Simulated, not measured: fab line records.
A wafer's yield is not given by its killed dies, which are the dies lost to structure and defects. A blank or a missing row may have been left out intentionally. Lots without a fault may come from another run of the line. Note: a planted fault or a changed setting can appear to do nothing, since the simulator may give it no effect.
fab line records	flow sky130
[record] lots = 7	wafers = 21	last-day = 50
route steps=708 shown CONTACT@421 PAD_OPEN@708
lots untouched by any fault: they come from a run of this same line in which no faults occurred
start-h: start of the lot's first displayed wafer, in hours after the record's first day	wait-h: time in hours since the lot's previous step	" same as the row above	L1.1+2: a row that stands for several wafers	- value missing, or start not given	* or withheld: withheld	< > ~ a bound
route shown NAME@n: names a module that has steps shown in the file, with the first one's number in the route	usual: mean/standard deviation of fault-free wafers	same: alike in all rows	chamber/n: place in a boat	sites: the reading at each site	_std_site: their standard deviation	_edge_site: the outer-site mean with the inner-site mean subtracted	radius-mm: for every site, how far away it sits from the centre of the wafer	mask NAME#n: copy n	behind: tool/chamber where the wafer was last shaped	hold: reason for holding the lot/hours on hold/outcome of the hold	device: transistor that didn't switch, given as n, p or np	end of line: the tests these same wafers got at the end of their route	for a step that has no rows: nothing shown but its recipe	killed: at the first sort, the dies lost to defects and structure; wafer yield is something else	map: per-die view of a wafer (x killed, . not killed, _ where there is no die)
set.NAME: the run value of the setting; set.NAME@STEP: its run value at that earlier step	model.NAME: the simulator's own value behind a step, which no gauge read
lots at some steps of the route; a table a step, a row a wafer
services: when a tool's chamber went out of use (start-h, in hours from the record's first day, below 0 if earlier), for how many hours, and the reason
[[steps]]
[step SKY_CONTACT_OVL_MEAS_15]
[usual] CONTACT_OVL = 4/5.2
lot.wafer	tool	chamber	start-h	wait-h	CONTACT_OVL[nm]
L352.2	overlay-02	-	750.11	0.1	6
L352.5	"	-	"	"	4
L352.6	"	-	"	"	3
L354.1	overlay-02	-	776.82	0.1	5
L354.4	"	-	"	"	7
L354.6	"	-	"	"	4
L359.1	overlay-01	-	794.82	0.1	1
L359.3	"	-	"	"	8
L359.6	"	-	"	"	-2
L360.1	overlay-01	-	807.77	0.1	1
L360.2	"	-	"	"	2
L360.3	"	-	"	"	2
L361.1	overlay-02	-	811.42	0.1	1
L361.2	"	-	"	"	1
L361.6	"	-	"	"	3
L373.1	overlay-02	-	900.20	0.1	6
L373.4	"	-	"	"	6
L373.5	"	-	"	"	7
L374.2	overlay-02	-	902.23	0.1	13
L374.3	"	-	"	"	6
L374.5	"	-	"	"	14
[step SKY_CONTACT_ETCH_16]
[recipe] chemistry = N2/H2	target = BARC	ion-energy-ev = 200	source-w = 500	bias-w = 100	pressure-mtorr = 30	n2-flow-sccm = 100	h2-flow-sccm = 200	stop-on = SiO2	time-s = 45.9	target-depth-a = 600
[usual] drypump-motor-current-A = 5.8/0.52	oes-product-au = 0.855/0.0047	throttle-valve-pct = 13.225/0.0093
lot.wafer	tool	chamber	start-h	wait-h	drypump-motor-current-A	oes-product-au	rf-hours-counter-h	throttle-valve-pct
L352.2	rie-diel-02	2	750.14	0.0	6.2	0.853	13	13.229
L352.5	"	2	"	"	6.2	0.855	-	13.238
L352.6	"	3	"	"	6.5	0.855	-	13.238
L354.1	rie-diel-01	3	776.85	0.0	5.3	0.861	28	13.216
L354.4	"	2	"	"	6.5	0.857	15	13.221
L354.6	"	0	"	"	5.9	0.859	-	13.199
L359.1	rie-diel-01	3	794.85	0.0	5.3	0.847	29	13.228
L359.3	"	0	"	"	5.9	0.852	17	13.234
L359.6	"	3	"	"	5.3	0.844	-	13.217
L360.1	rie-diel-02	1	807.80	0.0	6.1	0.862	0	13.226
L360.2	"	2	"	"	6.2	0.856	15	13.216
L360.3	"	0	"	"	5.7	0.859	8	13.222
L361.1	rie-diel-01	1	811.45	0.0	5.1	0.849	17	13.221
L361.2	"	0	"	"	5.9	0.854	18	13.220
L361.6	"	1	"	"	5.1	0.851	-	13.227
L373.1	rie-diel-02	1	900.24	0.0	6.1	0.850	3	13.240
L373.4	"	3	"	"	6.4	0.862	9	13.233
L373.5	"	2	"	"	6.2	0.854	-	13.225
L374.2	rie-diel-03	2	902.26	0.0	5.3	0.853	6	13.223
L374.3	"	3	"	"	6.2	0.854	12	13.229
L374.5	"	2	"	"	5.3	0.858	-	13.230
[step SKY_CONTACT_ETCH_17]
[recipe] target = SiO2	chemistry = C4F8/O2/Ar	stop-on = Si3N4	mask-material = KrF-thick	source-w = 1500	bias-w = 1200	pressure-mtorr = 40	c4f8-flow-sccm = withheld	O2_flow_sccm = 6	Ar_flow_sccm = 300	time-s = withheld	target-depth-a = 3400
[usual] oes-product-au = 0.893/0.0051
lot.wafer	tool	chamber	start-h	wait-h	oes-product-au
L352.2	rie-diel-02	2	750.18	0.0	0.900
L352.5	"	2	"	"	0.892
L352.6	"	3	"	"	0.887
L354.1	rie-diel-01	3	776.90	0.0	0.897
L354.4	"	2	"	"	0.898
L354.6	"	0	"	"	0.885
L359.1	rie-diel-01	3	794.90	0.0	0.894
L359.3	"	0	"	"	0.900
L359.6	"	3	"	"	0.897
L360.1	rie-diel-02	1	807.85	0.0	0.893
L360.2	"	2	"	"	0.890
L360.3	"	0	"	"	0.900
L361.1	rie-diel-01	1	811.50	0.0	0.887
L361.2	"	0	"	"	0.886
L361.6	"	1	"	"	0.896
L373.1	rie-diel-02	1	900.28	0.0	0.890
L373.4	"	3	"	"	0.889
L373.5	"	2	"	"	0.892
L374.2	rie-diel-03	2	902.30	0.0	0.893
L374.3	"	3	"	"	0.896
L374.5	"	2	"	"	0.883
[step SKY_CONTACT_ETCH_18]
[recipe] target = Si3N4	chemistry = CHF3/O2	stop-on = TiN	source-w = 600	bias-w = 200	pressure-mtorr = 40	chf3-flow-sccm = 50	O2_flow_sccm = 5	time-s = 39	target-depth-a = 750
[usual] drypump-motor-current-A = 5.8/0.53	oes-product-au = 0.858/0.0078	throttle-valve-pct = 8.796/0.0093
lot.wafer	tool	chamber	start-h	wait-h	drypump-motor-current-A	oes-product-au	rf-hours-counter-h	throttle-valve-pct
L352.2	rie-diel-02	2	-	-	6.2	0.850	13	8.794
L352.5	"	2	"	"	6.1	0.852	-	8.802
L352.6	"	3	"	"	6.4	0.850	-	8.788
L354.1	rie-diel-01	3	-	-	5.3	0.857	28	8.808
L354.4	"	2	"	"	6.5	0.858	15	8.788
L354.6	"	0	"	"	5.8	0.858	-	8.780
L359.1	rie-diel-01	3	-	-	5.3	0.861	29	8.796
L359.3	"	0	"	"	5.8	0.845	17	8.799
L359.6	"	3	"	"	5.3	0.859	-	8.796
L360.1	rie-diel-02	1	-	-	6.1	0.850	0	8.802
L360.2	"	2	"	"	6.2	0.859	15	8.798
L360.3	"	0	"	"	5.7	0.870	8	8.794
L361.1	rie-diel-01	1	-	-	5.0	0.859	17	8.783
L361.2	"	0	"	"	5.8	0.855	18	8.781
L361.6	"	1	"	"	5.0	0.865	-	8.802
L373.1	rie-diel-02	1	-	-	6.1	0.840	3	8.801
L373.4	"	3	"	"	6.4	0.864	9	8.800
L373.5	"	2	"	"	6.2	0.871	-	8.796
L374.2	rie-diel-03	2	-	-	5.3	0.864	7	8.809
L374.3	"	3	"	"	6.2	0.848	12	8.783
L374.5	"	2	"	"	5.3	0.857	-	8.785
[step SKY_CONTACT_STRIP_19]
[recipe] chemistry = O2/N2	power-w = 1400	pressure-mtorr = 1500	platen-temp-c = withheld	o2-flow-sccm = 3000	n2-flow-sccm = 300	overash-fraction = 0.5
[step SKY_CONTACT_STRIP_20]
[recipe] chemistry = post-etch-residue-remover	time-s = 1200	temp-c = 72.5
[step SKY_CONTACT_CLEAN_21]
[recipe] chemistry = IPA	time-s = 180	temp-c = 25
[step SKY_CONTACT_CLEAN_22]
[recipe] chemistry = O3/DIW	dry = n2-spin
[step SKY_CONTACT_SPUTTER_23]
[recipe] material = TiN	target-thk-nm = 20	chamber-pressure-pa = 5	power-w = 4000	time-s = 80
[usual] throttle-valve-pct = 29.5/1.1
lot.wafer	tool	chamber	start-h	wait-h	throttle-valve-pct
L352.2	pvd-sputter-03	-	750.86	0.0	29.4
L352.5	"	-	"	"	26.9
L352.6	"	-	"	"	29.0
L354.1	pvd-sputter-02	-	777.62	0.0	29.4
L354.4	"	-	"	"	30.2
L354.6	"	-	"	"	30.0
L359.1	pvd-sputter-04	-	795.59	0.0	30.4
L359.3	"	-	"	"	31.0
L359.6	"	-	"	"	30.2
L360.1	pvd-sputter-03	-	808.53	0.0	28.7
L360.2	"	-	"	"	29.6
L360.3	"	-	"	"	27.2
L361.1	pvd-sputter-02	-	812.22	0.0	29.1
L361.2	"	-	"	"	30.3
L361.6	"	-	"	"	30.4
L373.1	pvd-sputter-03	-	900.97	0.0	27.4
L373.4	"	-	"	"	28.5
L373.5	"	-	"	"	28.7
L374.2	pvd-sputter-04	-	902.99	0.0	31.3
L374.3	"	-	"	"	30.7
L374.5	"	-	"	"	30.7
[step SKY_CONTACT_CVD_24]
[recipe] material = W	target-thk-nm = 340	time-s = 102.12	temp-c = 400	pressure-torr = 40
[usual] heater-power-w = 865/60
lot.wafer	tool	chamber	start-h	wait-h	heater-power-w
L352.2	cvd-w-02	0	750.92	0.0	879
L352.5	"	0	"	"	888
L352.6	"	1	"	"	933
L354.1	cvd-w-01	1	777.68	0.0	821
L354.4	"	0	"	"	756
L354.6	"	1	"	"	814
L359.1	cvd-w-01	0	795.65	0.0	773
L359.3	"	0	"	"	766
L359.6	"	1	"	"	834
L360.1	cvd-w-01	0	808.59	0.0	750
L360.2	"	1	"	"	836
L360.3	"	1	"	"	813
L361.1	cvd-w-02	1	812.29	0.0	930
L361.2	"	0	"	"	908
L361.6	"	1	"	"	905
L373.1	cvd-w-01	1	901.03	0.0	846
L373.4	"	0	"	"	796
L373.5	"	0	"	"	762
L374.2	cvd-w-02	1	903.05	0.0	929
L374.3	"	0	"	"	874
L374.5	"	1	"	"	946
[step SKY_CONTACT_RS_MEAS_25]
[recipe] thk-meas-gauge = four-point-probe	reads = W_of_CONTACT_CVD_24+TiN_of_CONTACT_SPUTTER_23
[usual] CONTACT_W_RS = 0.337/0.0043
lot.wafer	tool	chamber	start-h	wait-h	CONTACT_W_RS[ohm/sq]
L352.2	film-metro-04	-	751.05	0.1	0.333
L352.5	"	-	"	"	0.329
L352.6	"	-	"	"	0.337
L354.1	film-metro-04	-	777.79	0.1	0.331
L354.4	"	-	"	"	0.331
L354.6	"	-	"	"	0.332
L359.1	film-metro-02	-	795.76	0.1	0.339
L359.3	"	-	"	"	0.340
L359.6	"	-	"	"	0.338
L360.1	film-metro-04	-	808.70	0.1	0.335
L360.2	"	-	"	"	0.336
L360.3	"	-	"	"	0.338
L361.1	film-metro-02	-	812.40	0.1	0.337
L361.2	"	-	"	"	0.330
L361.6	"	-	"	"	0.340
L373.1	film-metro-04	-	901.14	0.1	0.336
L373.4	"	-	"	"	0.338
L373.5	"	-	"	"	0.339
L374.2	film-metro-02	-	903.18	0.1	0.338
L374.3	"	-	"	"	0.332
L374.5	"	-	"	"	0.339
[step SKY_CONTACT_THK_MEAS_26]
[recipe] thk-meas-gauge = xrf	reads = W_of_CONTACT_CVD_24
[usual] CONTACT_W_THK = 335/4.7
lot.wafer	tool	chamber	start-h	wait-h	CONTACT_W_THK[nm]
L352.2	film-metro-04	-	751.16	0.1	336
L352.5	"	-	"	"	339
L352.6	"	-	"	"	331
L354.1	film-metro-04	-	777.91	0.1	337
L354.4	"	-	"	"	335
L354.6	"	-	"	"	333
L359.1	film-metro-02	-	795.88	0.1	337
L359.3	"	-	"	"	334
L359.6	"	-	"	"	335
L360.1	film-metro-04	-	808.82	0.1	334
L360.2	"	-	"	"	336
L360.3	"	-	"	"	333
L361.1	film-metro-02	-	812.52	0.1	337
L361.2	"	-	"	"	343
L361.6	"	-	"	"	335
L373.1	film-metro-04	-	901.26	0.1	333
L373.4	"	-	"	"	329
L373.5	"	-	"	"	329
L374.2	film-metro-02	-	903.29	0.1	332
L374.3	"	-	"	"	341
L374.5	"	-	"	"	333
[step SKY_CONTACT_CMP_27]
[recipe] stop-on = SiO2	t-overpolish-s = 15	down-force-psi = 3.5	platen-rpm = 60	target-thk-nm = 0	pad-velocity-m-s = 0.94248
[usual] edge-zone-pressure-frac = 1.000/0.0047	head-pressure-psi = 3.499/0.0079	motor-current-A = 11.1/1.4	overpolish-run-s = 15.001/0.0099	time-to-endpoint-s = 84/3.5
lot.wafer	tool	chamber	start-h	wait-h	edge-zone-pressure-frac	head-pressure-psi	motor-current-A	overpolish-run-s	time-to-endpoint-s	model.W_of_CONTACT_CVD_24.thk-nm	model.SiO2_of_CONTACT_HDPCVD_02.thk-nm
L352.2	cmp-01	3	751.46	0.3	0.999	3.494	11.9	15.005	89	0	338
L352.6	"	1	"	"	0.994	3.510	9.6	15.003	89	0	338.2
L352.5	"	2	"	"	0.995	3.504	10.7	14.995	89	0	336.2
L354.4	cmp-02	3	777.97	0.0	0.996	3.490	9.4	15.009	82	0	338.5
L354.1	"	2	"	"	1.000	3.505	10.1	14.999	91	0	336.3
L354.6	"	3	"	"	1.000	3.508	9.9	15.004	81	0	336.7
L359.1	cmp-02	1	795.94	0.1	-	-	-	-	-	339.2	340.1
L359.3	"	2	"	"	-	-	-	-	-	338.2	341
L359.6	"	1	"	"	-	-	-	-	-	339.5	341.1
L360.1	cmp-02	3	808.88	0.1	-	-	-	-	-	341.9	339.6
L360.3	"	0	"	"	-	-	-	-	-	339.2	340.5
L360.2	"	1	"	"	-	-	-	-	-	341.3	340.7
L361.2	cmp-01	0	812.63	0.1	-	-	-	-	-	348.2	341.1
L361.1	"	2	"	"	-	-	-	-	-	341.1	340.2
L361.6	"	3	"	"	-	-	-	-	-	338.2	341.6
L373.4	cmp-01	3	901.32	0.0	1.004	3.499	11.7	14.994	85	0	338
L373.1	"	2	"	"	1.005	3.517	10.8	14.996	85	0	337.7
L373.5	"	3	"	"	0.996	3.492	10.7	15.006	84	0	337.5
L374.2	cmp-02	0	903.34	0.0	0.997	3.504	11.1	14.987	83	0	338.3
L374.3	"	1	"	"	1.001	3.509	10.6	15.014	91	0	338.1
L374.5	"	1	"	"	1.001	3.502	10.9	15.003	85	0	335.8
[step SKY_PAD_OPEN_PROBE_99]
[usual] killed_at_M0_to_M3 = 43/6.5	killed_at_M4_up = 3.3/2	killed-at-contacts = 24/5.2	killed-at-front-end = 16/4.2	killed-at-other = 0.3/0.6	killed-dies = 87/9.3	killed-on-rim = 18/4.2	killed-open = 47/7.8	killed-short = 39/6.2
[same] gross-dies = 492	killed-at-back-side = 0
lot.wafer	tool	chamber	start-h	wait-h	killed_at_M0_to_M3	killed_at_M4_up	killed-at-contacts	killed-at-front-end	killed-at-other	killed-dies	killed-on-rim	killed-open	killed-short
L352.2	prober-01	-	1085.28	0.1	43	4	35	19	0	101	20	54	46
L352.5	prober-01	-	1085.43	0.2	38	6	24	25	1	94	21	44	50
L352.6	prober-01	-	1085.48	0.2	58	3	29	21	0	111	25	58	52
L354.1	prober-01	-	1107.09	0.1	50	5	22	15	0	92	18	55	37
L354.4	prober-01	-	1107.24	0.2	41	9	32	22	0	104	21	57	47
L354.6	prober-01	-	1107.34	0.2	47	1	16	19	0	83	16	40	43
L359.1	prober-01	-	1121.34	0.1	40	6	428	17	1	492	96	46	43
L359.3	prober-01	-	1121.44	0.2	46	2	433	10	1	492	96	46	39
L359.6	prober-01	-	1121.59	0.2	35	0	437	20	0	492	96	57	33
L360.1	prober-02	-	1128.92	0.1	40	1	444	7	0	492	96	43	31
L360.2	prober-02	-	1128.97	0.1	36	5	438	13	0	492	96	39	40
L360.3	prober-02	-	1129.02	0.2	35	2	440	14	1	492	96	50	31
L361.1	prober-01	-	1131.14	0.1	40	5	426	19	2	492	96	58	34
L361.2	prober-01	-	1131.19	0.1	53	8	412	19	0	492	96	58	47
L361.6	prober-01	-	1131.39	0.2	55	0	427	9	1	492	96	43	40
L373.1	prober-01	-	1192.45	0.1	55	1	17	11	0	84	17	44	40
L373.4	prober-01	-	1192.60	0.2	32	1	19	14	0	66	13	37	29
L373.5	prober-01	-	1192.65	0.2	51	1	16	17	0	85	15	46	39
L374.2	prober-02	-	1193.14	0.1	41	2	36	18	0	97	22	57	40
L374.3	prober-02	-	1193.19	0.2	45	4	17	20	0	86	17	47	39
L374.5	prober-02	-	1193.29	0.2	48	2	25	15	0	90	16	55	35
// killed by level:class
L352.2 CONTACT:geometric-particle:open=12 LI_CONTACT:geometric-particle:open=10 VIA1:geometric-particle:open=8 FIELD_ISO:geometric-particle:open=7 METAL1:geometric-particle:short=7 POLY_GATE:geometric-particle:short=5 METAL3:geometric-particle:short=5 CONTACT:geometric-particle:short=5
L352.5 CONTACT:geometric-particle:open=8 FIELD_ISO:geometric-particle:short=7 VIA3:geometric-particle:open=7 FIELD_ISO:geometric-particle:open=6 POLY_GATE:geometric-particle:short=6 LOCAL_INTERCONNECT:geometric-particle:short=5 METAL1:geometric-particle:short=5 VIA1:geometric-particle:open=5
L352.6 CONTACT:geometric-particle:open=12 METAL1:geometric-particle:short=11 VIA1:geometric-particle:open=10 LI_CONTACT:geometric-particle:open=7 VIA2:geometric-particle:open=7 METAL2:geometric-particle:short=6 VIA3:geometric-particle:open=6 FIELD_ISO:geometric-particle:open=5
L354.1 VIA1:geometric-particle:open=11 VIA3:geometric-particle:open=9 LI_CONTACT:geometric-particle:open=9 CONTACT:geometric-particle:open=9 METAL1:geometric-particle:short=7 VIA1:geometric-particle:short=7 POLY_GATE:geometric-particle:open=5 METAL2:geometric-particle:short=5
L354.4 VIA1:geometric-particle:open=12 CONTACT:geometric-particle:open=11 LI_CONTACT:geometric-particle:open=9 POLY_GATE:geometric-particle:short=6 LI_CONTACT:geometric-particle:short=6 VIA2:geometric-particle:open=6 METAL1:geometric-particle:short=6 METAL4:geometric-particle:short=6
L354.6 VIA1:geometric-particle:short=10 VIA3:geometric-particle:open=8 FIELD_ISO:geometric-particle:short=7 CONTACT:geometric-particle:open=6 METAL1:geometric-particle:short=6 VIA1:geometric-particle:open=6 SPACER:geometric-particle:short=5 VIA2:geometric-particle:open=5
L359.1 CONTACT:area-cmp=403 LI_CONTACT:geometric-particle:open=8 CONTACT:geometric-particle:open=7 VIA1:geometric-particle:open=6 METAL2:geometric-particle:short=6 CONTACT:geometric-particle:short=5 VIA3:geometric-particle:open=5 VIA2:geometric-particle:short=5
L359.3 CONTACT:area-cmp=407 VIA1:geometric-particle:open=13 VIA2:geometric-particle:open=7 CONTACT:geometric-particle:short=6 LI_CONTACT:geometric-particle:open=6 VIA3:geometric-particle:open=6 LOCAL_INTERCONNECT:geometric-particle:short=5 CONTACT:geometric-particle:open=5
L359.6 CONTACT:area-cmp=402 CONTACT:geometric-particle:open=17 VIA2:geometric-particle:open=12 LI_CONTACT:geometric-particle:open=8 FIELD_ISO:geometric-particle:open=6 METAL1:geometric-particle:short=6 FIELD_ISO:geometric-particle:short=5 SPACER:geometric-particle:short=5
L360.1 CONTACT:area-cmp=418 VIA1:geometric-particle:open=11 LI_CONTACT:geometric-particle:open=8 VIA2:geometric-particle:open=7 CONTACT:geometric-particle:open=6 VIA3:geometric-particle:short=5 LOCAL_INTERCONNECT:geometric-particle:short=4 LI_CONTACT:geometric-particle:short=3
L360.2 CONTACT:area-cmp=413 METAL2:geometric-particle:short=9 LI_CONTACT:geometric-particle:open=8 POLY_GATE:geometric-particle:open=6 LOCAL_INTERCONNECT:geometric-particle:short=5 CONTACT:geometric-particle:open=5 VIA1:geometric-particle:open=5 CONTACT:geometric-particle:short=4
L360.3 CONTACT:area-cmp=411 CONTACT:geometric-particle:open=10 VIA1:geometric-particle:open=8 LOCAL_INTERCONNECT:geometric-particle:short=6 CONTACT:geometric-particle:short=6 LI_CONTACT:geometric-particle:open=5 METAL1:geometric-particle:open=5 VIA2:geometric-particle:open=5
L361.1 CONTACT:area-cmp=400 CONTACT:geometric-particle:open=14 VIA1:geometric-particle:open=10 LI_CONTACT:geometric-particle:open=9 VIA1:geometric-particle:short=8 VIA2:geometric-particle:open=7 POLY_GATE:geometric-particle:short=5 VIA3:geometric-particle:open=5
L361.2 CONTACT:area-cmp=387 VIA1:geometric-particle:open=14 VIA2:geometric-particle:short=8 VIA3:geometric-particle:open=7 LI_CONTACT:geometric-particle:open=6 CONTACT:geometric-particle:open=6 FIELD_ISO:geometric-particle:short=5 VIA2:geometric-particle:open=5
L361.6 CONTACT:area-cmp=409 VIA1:geometric-particle:open=15 VIA1:geometric-particle:short=8 CONTACT:geometric-particle:open=7 VIA3:geometric-particle:short=7 METAL2:geometric-particle:short=6 LI_CONTACT:geometric-particle:open=5 METAL1:geometric-particle:short=5
L373.1 VIA2:geometric-particle:open=10 VIA1:geometric-particle:open=10 METAL2:geometric-particle:short=10 CONTACT:geometric-particle:open=5 METAL2:geometric-particle:open=5 POLY_GATE:geometric-particle:short=4 CONTACT:geometric-particle:short=4 VIA2:geometric-particle:short=4
L373.4 CONTACT:geometric-particle:open=10 VIA2:geometric-particle:open=7 FIELD_ISO:geometric-particle:open=4 POLY_GATE:geometric-particle:short=4 LI_CONTACT:geometric-particle:open=4 CONTACT:geometric-particle:short=4 METAL1:geometric-particle:short=4 VIA1:geometric-particle:short=4
L373.5 VIA2:geometric-particle:open=9 VIA1:geometric-particle:open=9 METAL2:geometric-particle:short=8 VIA1:geometric-particle:short=7 POLY_GATE:geometric-particle:open=6 CONTACT:geometric-particle:open=6 VIA3:geometric-particle:open=6 METAL1:geometric-particle:short=5
L374.2 LI_CONTACT:geometric-particle:open=13 CONTACT:geometric-particle:open=12 LOCAL_INTERCONNECT:geometric-particle:short=7 METAL1:geometric-particle:short=7 FIELD_ISO:geometric-particle:open=6 METAL2:geometric-particle:open=5 VIA3:geometric-particle:open=5 FIELD_ISO:geometric-particle:short=4
L374.3 VIA1:geometric-particle:open=9 CONTACT:geometric-particle:open=7 VIA1:geometric-particle:short=7 VIA2:geometric-particle:open=6 VIA3:geometric-particle:open=6 FIELD_ISO:geometric-particle:short=5 FIELD_ISO:geometric-particle:open=5 POLY_GATE:geometric-particle:open=5
L374.5 CONTACT:geometric-particle:open=12 VIA3:geometric-particle:open=9 VIA1:geometric-particle:open=8 FIELD_ISO:geometric-particle:open=6 LI_CONTACT:geometric-particle:open=6 VIA1:geometric-particle:short=6 VIA2:geometric-particle:open=6 METAL1:geometric-particle:short=5
// map L359.1 (x killed, . not)
__________xxxxxxxxxx_________
________xxxxxxxxxxxxxx_______
______xxxxxxxxxxxxxxxxxx_____
_____xxxxxxxxxxxxxxxxxxxx____
____xxxxxxxxxxxxxxxxxxxxxx___
___xxxxxxxxxxxxxxxxxxxxxxxx__
__xxxxxxxxxxxxxxxxxxxxxxxxxx_
_xxxxxxxxxxxxxxxxxxxxxxxxxxxx
_xxxxxxxxxxxxxxxxxxxxxxxxxxxx
_xxxxxxxxxxxxxxxxxxxxxxxxxxxx
_xxxxxxxxxxxxxxxxxxxxxxxxxxxx
_xxxxxxxxxxxxxxxxxxxxxxxxxxxx
_xxxxxxxxxxxxxxxxxxxxxxxxxxxx
_xxxxxxxxxxxxxxxxxxxxxxxxxxxx
_xxxxxxxxxxxxxxxxxxxxxxxxxxxx
__xxxxxxxxxxxxxxxxxxxxxxxxxx_
___xxxxxxxxxxxxxxxxxxxxxxxx__
____xxxxxxxxxxxxxxxxxxxxxx___
_____xxxxxxxxxxxxxxxxxxxx____
______xxxxxxxxxxxxxxxxxx_____
________xxxxxxxxxxxxxx_______
__________xxxxxxxxxx_________
// map L360.1 (x killed, . not)
__________xxxxxxxxxx_________
________xxxxxxxxxxxxxx_______
______xxxxxxxxxxxxxxxxxx_____
_____xxxxxxxxxxxxxxxxxxxx____
____xxxxxxxxxxxxxxxxxxxxxx___
___xxxxxxxxxxxxxxxxxxxxxxxx__
__xxxxxxxxxxxxxxxxxxxxxxxxxx_
_xxxxxxxxxxxxxxxxxxxxxxxxxxxx
_xxxxxxxxxxxxxxxxxxxxxxxxxxxx
_xxxxxxxxxxxxxxxxxxxxxxxxxxxx
_xxxxxxxxxxxxxxxxxxxxxxxxxxxx
_xxxxxxxxxxxxxxxxxxxxxxxxxxxx
_xxxxxxxxxxxxxxxxxxxxxxxxxxxx
_xxxxxxxxxxxxxxxxxxxxxxxxxxxx
_xxxxxxxxxxxxxxxxxxxxxxxxxxxx
__xxxxxxxxxxxxxxxxxxxxxxxxxx_
___xxxxxxxxxxxxxxxxxxxxxxxx__
____xxxxxxxxxxxxxxxxxxxxxx___
_____xxxxxxxxxxxxxxxxxxxx____
______xxxxxxxxxxxxxxxxxx_____
________xxxxxxxxxxxxxx_______
__________xxxxxxxxxx_________
[[services]]
tool	chamber	start-h	hours	kind
pvd-sputter-03	-	732.99	1.2	repair
cmp-02	-	742.35	1.7	repair
cmp-01	-	743.97	1.0	repair
cmp-02	-	744.89	2.7	repair
cmp-02	-	747.62	14.4	pm
cmp-02	-	762.07	4.0	pm
cvd-w-01	-	770.46	1.0	repair
cmp-01	-	770.88	1.5	repair
rie-diel-02	1	779.99	-	clean
rie-diel-02	1	779.99	21.1	scheduled-down
rie-diel-02	1	779.99	21.1	vent-cycle
rie-diel-01	-	784.26	1.2	repair
pvd-sputter-03	-	784.83	2.7	repair
cvd-w-02	-	801.28	1.2	repair
rie-diel-02	-	809.82	0.6	repair
pvd-sputter-04	-	811.55	4.1	repair
cmp-02	-	815.71	1.3	repair
cmp-02	-	824.36	1.0	repair
cvd-w-02	0	829.83	5.5	repair
rie-diel-01	0	831.55	8.3	repair
cmp-01	-	841.60	0.8	repair
rie-diel-01	1	847.92	3.4	repair
cmp-02	-	874.48	5.8	pm
cmp-02	-	899.95	0.3	repair
[[key]]
[first-sign] step = SKY_CONTACT_CMP_27	reading = tool-record	direction = missing
[effect] step = SKY_PAD_OPEN_PROBE_99	reading = killed-at-contacts	direction = up	sigmas = 78	usual = 24	struck = 432
[model-effect] step = SKY_CONTACT_CMP_27	value = W_of_CONTACT_CVD_24.thk-nm	without = 0	struck = 340.8
[more-kills-born-at] SKY_CONTACT_CMP_27@cmp-02 = 2440	SKY_CONTACT_CMP_27@cmp-01 = 1191
met-at SKY_CONTACT_CMP_27
struck-wafers L359.1,L359.3,L359.6,L360.1,L360.2,L360.3,L361.1,L361.2,L361.6
later-rows-left-out L359.1,L359.3,L359.6,L360.1,L360.2,L360.3,L361.1,L361.2,L361.6
tester-left-out L359,L360,L361
onset-between 777.97 795.94
[fault] kind = skipped-step-whole	tool = cmp-01,cmp-02	chamber = -	onset-h = 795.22	steps = SKY_CONTACT_CMP_27	scope = struck-lots-only
// tester-left-out: of these lots the tester's yield and bins aren't shown, on N5 and GAA mostly nor the transistor test; their killed dies are dies lost to structure and defects alone, not to doping, threshold or leakage, so they don't give the yield
// later-rows-left-out: the simulator's readings of these wafers behind a module that went badly wrong aren't trusted and aren't shown, but for the sort
